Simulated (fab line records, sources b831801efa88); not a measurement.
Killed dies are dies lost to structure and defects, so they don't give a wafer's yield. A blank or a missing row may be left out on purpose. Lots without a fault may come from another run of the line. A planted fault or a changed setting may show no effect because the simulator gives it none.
Which tool did it? | flow sfq_line | 14 lots, 42 wafers sampled, at 2 steps of a route of 325

WHAT THE GAUGES READ, wafer by wafer
SFQ_M7_RS_MEAS_943: measures by four-point-probe.
lot  | measured     | on            | M7_NB_RS (ohm/sq)
L412 | day 69 17:41 | film_metro-01 | 0.899 0.885 0.895
L413 | day 70 06:52 | film_metro-04 | 0.875 0.889 0.884
L414 | day 70 19:00 | film_metro-04 | 0.873 0.878 0.881
L415 | day 71 03:25 | film_metro-02 | 0.886 0.882 0.880
L418 | day 71 11:51 | film_metro-01 | 0.897 0.887 0.893
L419 | day 71 14:12 | film_metro-01 | 0.888 0.892 0.888
L421 | day 72 20:14 | film_metro-02 | 0.893 0.888 0.887
L422 | day 73 08:03 | film_metro-01 | 0.887 0.879 0.888
L424 | day 73 16:15 | film_metro-02 | 0.896 0.889 0.885
L430 | day 76 08:39 | film_metro-02 | 0.865 0.869 0.874
L432 | day 77 17:05 | film_metro-01 | 0.863 0.858 0.867
L433 | day 77 19:31 | film_metro-02 | 0.891 0.891 0.893
L434 | day 77 21:55 | film_metro-02 | 0.894 0.893 0.895
L435 | day 78 02:43 | film_metro-01 | 0.889 0.892 0.899

WHICH TOOL RAN EACH LOT (tool, then ch and the chambers of the sampled wafers, then the start)
lot  | SFQ_TRILAYER_M7_DEP_SPUTTER_175
L412 | pvd_sputter-05, day 69 17:35
L413 | pvd_sputter-04, day 70 06:47
L414 | pvd_sputter-05, day 70 18:55
L415 | pvd_sputter-04, day 71 03:19
L418 | pvd_sputter-06, day 71 11:43
L419 | pvd_sputter-05, day 71 14:07
L421 | pvd_sputter-05, day 72 20:07
L422 | pvd_sputter-05, day 73 07:56
L424 | pvd_sputter-04, day 73 16:08
L430 | pvd_sputter-04, day 76 08:31
L432 | pvd_sputter-04, day 77 17:00
L433 | pvd_sputter-05, day 77 19:24
L434 | pvd_sputter-06, day 77 21:48
L435 | pvd_sputter-05, day 78 02:37
- SFQ_TRILAYER_M7_DEP_SPUTTER_175: material Nb, target thk 200 nm, time 133.3 s.

WHAT THE TOOLS THEMSELVES READ (means of the sampled wafers that have a number; where no wafer has one, the mark that the record gives instead)
SFQ_TRILAYER_M7_DEP_SPUTTER_175.
lot  | tool           | cathode_dc_power_W (W) | throttle_valve_pct (%)
L412 | pvd_sputter-05 | 2000.2                 | 30.5
L413 | pvd_sputter-04 | 2000.0                 | 31.5
L414 | pvd_sputter-05 | 1999.7                 | 30.5
L415 | pvd_sputter-04 | 2000.0                 | 31.2
L418 | pvd_sputter-06 | 1999.7                 | 31.2
L419 | pvd_sputter-05 | 1999.9                 | 31.0
L421 | pvd_sputter-05 | 2000.1                 | 30.4
L422 | pvd_sputter-05 | 2000.1                 | 30.5
L424 | pvd_sputter-04 | 2000.0                 | 31.1
L430 | pvd_sputter-04 | 2058.3                 | 30.4
L432 | pvd_sputter-04 | 2057.9                 | 31.2
L433 | pvd_sputter-05 | 1999.7                 | 30.4
L434 | pvd_sputter-06 | 2000.1                 | 30.0
L435 | pvd_sputter-05 | 2000.2                 | 30.4

THE ANSWER, worked out from the rows above alone
Rule: what is usual is taken from the lots themselves. Put in order of their means at a reading, lots are off if they are a third of the lots or fewer, leave a main group of 4 or more, and stand apart from it by a gap of 3 or more times the standard deviation of the main group's means; of several such gaps the widest counts. A main group whose means are all the same, to the digits that the tables above print for the reading, isn't used. A lot without any number at a reading at which 4 lots or more have one is off too. The other lots that the step has rows for count as sound. The gauges are gone through in route order, then the tools' own readings, and for those a lot's mean is taken as printed above. The first step at which some lot is off is used, and at that step the reading that is off furthest; a lot without a number counts as furthest.
Off: L430, L432, at SFQ_TRILAYER_M7_DEP_SPUTTER_175 (cathode_dc_power_W). The main group: mean 2000.0 W, standard deviation 0.18.
A tool fits if, at that step or a process step before it, it ran every lot that is off, and no sound lot after the first of them. One fits: pvd_sputter-04 at SFQ_TRILAYER_M7_DEP_SPUTTER_175. Its last sound lot is L424 (day 73 16:08), its first lot that is off L430 (day 76 08:31): a fault that began between those two fits.
The tool's own readings at SFQ_TRILAYER_M7_DEP_SPUTTER_175 bear it out: on the lots that are off they differ by more than 5 times the standard deviation of the sound lots' means. cathode_dc_power_W reads 2058.1 W there against 2000.0 W on the sound lots.

WHAT THE SIMULATOR HAD PUT IN
Process parameter drift: pvd_sputter-04, from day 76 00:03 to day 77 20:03, at SFQ_TRILAYER_M7_DEP_SPUTTER_175. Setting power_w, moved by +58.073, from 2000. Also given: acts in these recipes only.
Lots struck among those shown: L430, L432. The rule above found the same.
